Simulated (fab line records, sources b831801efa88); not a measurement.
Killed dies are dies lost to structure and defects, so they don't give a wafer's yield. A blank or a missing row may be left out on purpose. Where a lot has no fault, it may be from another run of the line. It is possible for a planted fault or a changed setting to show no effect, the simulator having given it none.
2 desks looking at one fault | flow gf180mcu | only its own numbers are on each desk; what lay behind them is given at the end

## FROM THE METROLOGY DESK
Lot by lot, what the gauges showed, no matter which tool ran the lot: averages of those sampled wafers that carry a number. Marked OUT: a lot whose mean sits more than 4 standard deviations from the usual mean, which makes it out of limits; the brackets give that distance.
Columns: A = M2_ALCU_THK at GF_M2_THK_MEAS_06, usual 451 nm
lot  | first seen here | A
L748 | day 18 09:16    | 447
L752 | day 20 07:38    | 447
L753 | day 20 10:52    | 452
L754 | day 21 05:27    | 452
L755 | day 21 12:23    | 451
L757 | day 22 06:41    | 451
L758 | day 22 13:49    | 449
L759 | day 22 21:05    | 450
L760 | day 23 06:02    | 451
L761 | day 23 09:58    | 448
L762 | day 23 16:04    | 445
L763 | day 24 05:01    | 452
L764 | day 24 09:50    | 453
L771 | day 26 22:48    | 459
This desk's verdict: no lot among the 14 shows anything out of limits.

## DESK OF THE TOOL OWNER: litho-track-01
The tool's own readings at GF_V2_DEVELOP_13 (develop time 60 s): means of the sampled wafers that have a number, for each lot that ran on this tool. Marked OUT: a lot whose mean sits more than 4 standard deviations from the usual mean, which makes it out of limits; the brackets give that distance.
Columns: A = developer-temp-C at GF_V2_DEVELOP_13, usual 20.99 C
lot  | first seen here | A
L752 | day 22 08:33    | 20.96
L759 | day 24 19:18    | 20.94
L760 | day 25 04:12    | 21.02
L763 | day 26 01:50    | 20.15 (-8.4) OUT
L764 | day 26 06:21    | 20.11 (-8.8) OUT
Finding of this desk: L763, L764 out of limits; the first was L763 at day 26 01:50, on developer-temp-C at GF_V2_DEVELOP_13. In limits: L752, L759, L760.

## BROUGHT TOGETHER
The tool owner's desk had the chance to raise an alarm at day 26 01:50 on L763, L764.
Metrology desk: nothing out of limits seen.
The metrology desk has L763, L764 on record, within its limits.
Every lot named ran GF_V2_DEVELOP_13 on litho-track-01.

## WHAT WAS PUT IN BY THE SIMULATOR
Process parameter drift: litho-track-01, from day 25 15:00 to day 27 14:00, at GF_V2_DEVELOP_13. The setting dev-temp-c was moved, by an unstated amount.
Struck lots among those shown: L763, L764.
Delay in hours, fault start to first out-of-limits reading, by desk: the tool owner's desk at 11.
